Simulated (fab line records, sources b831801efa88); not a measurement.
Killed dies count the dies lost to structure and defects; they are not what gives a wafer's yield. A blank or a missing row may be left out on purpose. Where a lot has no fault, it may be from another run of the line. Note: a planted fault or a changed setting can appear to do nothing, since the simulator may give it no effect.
Which tool did it? / flow sfq line / 41 wafers from 14 lots sampled at 3 of the route's 325 steps

## WHAT THE GAUGES READ, wafer by wafer
The record lacks any reading of a measuring or inspecting step that a usual standard deviation could be used to judge.

## WHAT TOOL EACH LOT RAN ON (gives the tool, then ch and the chambers of the sampled wafers, and finally the start)
lot=L333; SFQ_TRILAYER_I1_CMP_CMP_046=cmp-02 ch 1,2,3, day 23 04:20; SFQ_TRILAYER_I1_METRO_MEASURE_047=film metro-01, day 23 07:28; SFQ_TRILAYER_I1_VIA_ETCH_VIA_ETCH_052=rie diel-04 ch 0,1,2, day 29 23:28
lot=L335; SFQ_TRILAYER_I1_CMP_CMP_046=cmp-02 ch 0,1, day 23 10:20; SFQ_TRILAYER_I1_METRO_MEASURE_047=film metro-01, day 23 13:40; SFQ_TRILAYER_I1_VIA_ETCH_VIA_ETCH_052=rie diel-03 ch 0,3, day 30 05:28
lot=L336; SFQ_TRILAYER_I1_CMP_CMP_046=cmp-02 ch 0,1,3, day 23 20:20; SFQ_TRILAYER_I1_METRO_MEASURE_047=film metro-02, day 23 22:52; SFQ_TRILAYER_I1_VIA_ETCH_VIA_ETCH_052=rie diel-01 ch 1,2,3, day 30 16:16
lot=L337; SFQ_TRILAYER_I1_CMP_CMP_046=cmp-02 ch 0,1,3, day 24 14:34; SFQ_TRILAYER_I1_METRO_MEASURE_047=film metro-01, day 24 17:11; SFQ_TRILAYER_I1_VIA_ETCH_VIA_ETCH_052=rie diel-04 ch 0,2, day 31 04:16
lot=L338; SFQ_TRILAYER_I1_CMP_CMP_046=cmp-02 ch 0,1,2, day 25 08:34; SFQ_TRILAYER_I1_METRO_MEASURE_047=film metro-04, day 25 11:11; SFQ_TRILAYER_I1_VIA_ETCH_VIA_ETCH_052=rie diel-04 ch 0,1, day 31 18:47
lot=L339; SFQ_TRILAYER_I1_CMP_CMP_046=cmp-02 ch 0,3, day 25 11:04; SFQ_TRILAYER_I1_METRO_MEASURE_047=film metro-04, day 25 14:11; SFQ_TRILAYER_I1_VIA_ETCH_VIA_ETCH_052=rie diel-01 ch 2,3, day 31 22:23
lot=L340; SFQ_TRILAYER_I1_CMP_CMP_046=cmp-02 ch 0,1,2, day 26 06:17; SFQ_TRILAYER_I1_METRO_MEASURE_047=film metro-04, day 26 08:54; SFQ_TRILAYER_I1_VIA_ETCH_VIA_ETCH_052=rie diel-01 ch 0,2,3, day 32 23:49
lot=L342; SFQ_TRILAYER_I1_CMP_CMP_046=cmp-02 ch 2,3, day 26 11:47; SFQ_TRILAYER_I1_METRO_MEASURE_047=film metro-04, day 26 15:18; SFQ_TRILAYER_I1_VIA_ETCH_VIA_ETCH_052=rie diel-04 ch 0,3, day 33 09:32
lot=L343; SFQ_TRILAYER_I1_CMP_CMP_046=cmp-02 ch 1,2, day 26 18:23; SFQ_TRILAYER_I1_METRO_MEASURE_047=film metro-02, day 26 20:37; SFQ_TRILAYER_I1_VIA_ETCH_VIA_ETCH_052=rie diel-03 ch 0,2, day 33 11:59
lot=L344; SFQ_TRILAYER_I1_CMP_CMP_046=cmp-01 ch 0,1,3, day 26 19:05; SFQ_TRILAYER_I1_METRO_MEASURE_047=film metro-04, day 26 21:25; SFQ_TRILAYER_I1_VIA_ETCH_VIA_ETCH_052=rie diel-04 ch 0,3, day 33 13:08
lot=L351; SFQ_TRILAYER_I1_CMP_CMP_046=cmp-01 ch 0,1, day 27 12:05; SFQ_TRILAYER_I1_METRO_MEASURE_047=film metro-01, day 27 15:13; SFQ_TRILAYER_I1_VIA_ETCH_VIA_ETCH_052=rie diel-03 ch 0,1,2, day 34 03:40
lot=L353; SFQ_TRILAYER_I1_CMP_CMP_046=cmp-01 ch 0,3, day 27 15:35; SFQ_TRILAYER_I1_METRO_MEASURE_047=film metro-04, day 27 18:13; SFQ_TRILAYER_I1_VIA_ETCH_VIA_ETCH_052=rie diel-04 ch 0,1, day 34 07:16
lot=L355; SFQ_TRILAYER_I1_CMP_CMP_046=cmp-01 ch 0,1,2, day 27 18:35; SFQ_TRILAYER_I1_METRO_MEASURE_047=film metro-02, day 27 21:13; SFQ_TRILAYER_I1_VIA_ETCH_VIA_ETCH_052=rie diel-03 ch 0,1,3, day 34 10:52
lot=L356; SFQ_TRILAYER_I1_CMP_CMP_046=cmp-01 ch 0,3, day 27 21:05; SFQ_TRILAYER_I1_METRO_MEASURE_047=film metro-01, day 28 00:25; SFQ_TRILAYER_I1_VIA_ETCH_VIA_ETCH_052=rie diel-04 ch 0,1, day 34 13:17
- SFQ_TRILAYER_I1_CMP_CMP_046: polishes SiO2.
- SFQ_TRILAYER_I1_METRO_MEASURE_047
- SFQ_TRILAYER_I1_VIA_ETCH_VIA_ETCH_052: etches SiO2 in CHF3, stops on Nb, target depth 260 nm.

## AS READ BY THE TOOLS THEMSELVES (means over the sampled wafers that have a number; for cases with no such wafer, the mark the record gives instead)
SFQ_TRILAYER_I1_CMP_CMP_046.
lot=L333; tool=cmp-02; motor current A (A)=11.3; time to endpoint s (s)=216
lot=L335; tool=cmp-02; motor current A (A)=10.2; time to endpoint s (s)=221
lot=L336; tool=cmp-02; motor current A (A)=10.7; time to endpoint s (s)=214
lot=L337; tool=cmp-02; motor current A (A)=10.6; time to endpoint s (s)=225
lot=L338; tool=cmp-02; motor current A (A)=10.8; time to endpoint s (s)=217
lot=L339; tool=cmp-02; motor current A (A)=9.3; time to endpoint s (s)=216
lot=L340; tool=cmp-02; motor current A (A)=10.9; time to endpoint s (s)=224
lot=L342; tool=cmp-02; motor current A (A)=9.9; time to endpoint s (s)=214
lot=L343; tool=cmp-02; motor current A (A)=11.6; time to endpoint s (s)=220
lot=L344; tool=cmp-01; motor current A (A)=10.0; time to endpoint s (s)=208
lot=L351; tool=cmp-01; motor current A (A)=10.8; time to endpoint s (s)=209
lot=L353; tool=cmp-01; motor current A (A)=9.7; time to endpoint s (s)=211
lot=L355; tool=cmp-01; motor current A (A)=10.2; time to endpoint s (s)=211
lot=L356; tool=cmp-01; motor current A (A)=9.6; time to endpoint s (s)=210

SFQ_TRILAYER_I1_METRO_MEASURE_047.
lot=L333; tool=film metro-01; thk nm (nm)=198.7
lot=L335; tool=film metro-01; thk nm (nm)=198.7
lot=L336; tool=film metro-02; thk nm (nm)=199.7
lot=L337; tool=film metro-01; thk nm (nm)=200.9
lot=L338; tool=film metro-04; thk nm (nm)=201.1
lot=L339; tool=film metro-04; thk nm (nm)=200.8
lot=L340; tool=film metro-04; thk nm (nm)=200.2
lot=L342; tool=film metro-04; thk nm (nm)=204.6
lot=L343; tool=film metro-02; thk nm (nm)=208.4
lot=L344; tool=film metro-04; thk nm (nm)=199.2
lot=L351; tool=film metro-01; thk nm (nm)=199.0
lot=L353; tool=film metro-04; thk nm (nm)=198.4
lot=L355; tool=film metro-02; thk nm (nm)=200.9
lot=L356; tool=film metro-01; thk nm (nm)=199.6

SFQ_TRILAYER_I1_VIA_ETCH_VIA_ETCH_052.
lot=L333; tool=rie diel-04; drypump motor current A (A)=5.4; oes product au (a.u.)=0.855
lot=L335; tool=rie diel-03; drypump motor current A (A)=5.3; oes product au (a.u.)=0.850
lot=L336; tool=rie diel-01; drypump motor current A (A)=5.9; oes product au (a.u.)=0.859
lot=L337; tool=rie diel-04; drypump motor current A (A)=5.4; oes product au (a.u.)=0.855
lot=L338; tool=rie diel-04; drypump motor current A (A)=5.5; oes product au (a.u.)=0.860
lot=L339; tool=rie diel-01; drypump motor current A (A)=5.8; oes product au (a.u.)=0.860
lot=L340; tool=rie diel-01; drypump motor current A (A)=5.9; oes product au (a.u.)=0.850
lot=L342; tool=rie diel-04; drypump motor current A (A)=5.8; oes product au (a.u.)=0.865
lot=L343; tool=rie diel-03; drypump motor current A (A)=6.1; oes product au (a.u.)=0.875
lot=L344; tool=rie diel-04; drypump motor current A (A)=6.0; oes product au (a.u.)=0.854
lot=L351; tool=rie diel-03; drypump motor current A (A)=5.7; oes product au (a.u.)=0.852
lot=L353; tool=rie diel-04; drypump motor current A (A)=5.6; oes product au (a.u.)=0.853
lot=L355; tool=rie diel-03; drypump motor current A (A)=5.4; oes product au (a.u.)=0.855
lot=L356; tool=rie diel-04; drypump motor current A (A)=5.6; oes product au (a.u.)=0.850

## THE ANSWER, worked out from the rows above alone
Rule: usual is defined by the lots themselves. The widest of any qualifying gaps counts: lots, ordered by their means at a reading, are off when they make up no more than a third of the lots, leave a main group of 4 or more, and stand apart from it by 3 or more times the standard deviation of that group's means. A main group whose means are all the same, to the digits that the tables above print for the reading, isn't used. A lot without any number at a reading at which 4 lots or more have one is off too. Where the step has rows for the other lots, those lots are counted as sound. Order of review: gauges by route order, followed by the tools' own readings, for which a lot's mean as printed above is used. At the first step where some lot is off, the reading lying furthest off is the one used; lots without a number count as furthest.
Off, at SFQ_TRILAYER_I1_METRO_MEASURE_047 on thk nm: L342, L343. Mean 199.8 nm and standard deviation 0.94 in the main group.
A tool fits if, at that step or a process step before it, it ran every lot that is off, and no sound lot after the first of them. One candidate fits, namely cmp-02 at SFQ_TRILAYER_I1_CMP_CMP_046. Its last sound lot is L340 (day 26 06:17), its first lot that is off L342 (day 26 11:47): a fault that began between those two fits.

## WHAT THE SIMULATOR HAD INSERTED
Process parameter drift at SFQ_TRILAYER_I1_CMP_CMP_046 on cmp-02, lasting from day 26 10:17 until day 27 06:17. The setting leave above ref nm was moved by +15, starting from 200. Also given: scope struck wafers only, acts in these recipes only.
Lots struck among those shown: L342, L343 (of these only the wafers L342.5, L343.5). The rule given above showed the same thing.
